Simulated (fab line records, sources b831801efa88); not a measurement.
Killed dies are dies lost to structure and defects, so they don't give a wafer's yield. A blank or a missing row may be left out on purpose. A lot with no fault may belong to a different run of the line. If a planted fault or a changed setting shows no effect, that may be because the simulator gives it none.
Chamber matching	flow gf180mcu	rie_si-01 running GF_POLY_GATE_ETCH_13: 4 sister chambers
The step etches poly-Si in HBr/Cl2, stops on SiO2, target depth 198.5 nm, time 69.6 s. 8 wafers are shown with their chamber, then 7 later ones without.

== EACH WAFER AND ITS CHAMBER ==
wafer	chamber	oes_product_au (a.u.)	throttle_valve_pct (%)
L397.3	0	0.997	33.700
L404.1	2	0.997	33.673
L404.5	0	0.996	33.687
L405.3	3	0.983	33.686
L405.4	1	0.990	33.682
L405.5	1	0.993	33.667
L406.1	2	0.992	33.696
L406.2	3	1.000	33.681

== WAFERS WITH NO CHAMBER GIVEN ==
wafer	oes_product_au (a.u.)	throttle_valve_pct (%)
L406.5	0.986	33.676
L409.2	0.994	33.688
L409.4	0.981	33.686
L409.6	0.991	33.683
L419.2	0.996	33.700
L419.5	1.011	33.675
L419.6	0.996	33.705

== EACH ONE'S CHAMBER ==
wafer	from the rows above	in truth
L406.5	can't be placed: 1 or 3 or 2 or 0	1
L409.2	can't be placed: 2 or 3 or 0 or 1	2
L409.4	can't be placed: 3 or 1 or 2 or 0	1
L409.6	can't be placed: 3 or 2 or 1 or 0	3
L419.2	can't be placed: 0 or 2 or 3 or 1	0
L419.5	can't be placed: 2 or 0 or 1 or 3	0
L419.6	can't be placed: 0 or 2 or 3 or 1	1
Correct placement for 0 of the 7. Can't be placed from these rows: 7 (the true chamber is among the candidates in 7). 0 placed wrongly.
How it was worked out, from the rows above alone: a wafer's distance from a chamber is the root of the sum, over the readings, of the square of ((its reading less the chamber's mean) divided by the reading's scatter). The wafer belongs to the nearest chamber; if the next one is less than 2 further off, it can't be placed. For every chamber, the mean is computed from those of its wafers that are shown. The scatter is the square root of a quotient: the sum, over the shown wafers, of each reading's squared deviation from its chamber's mean, divided by wafers minus chambers.
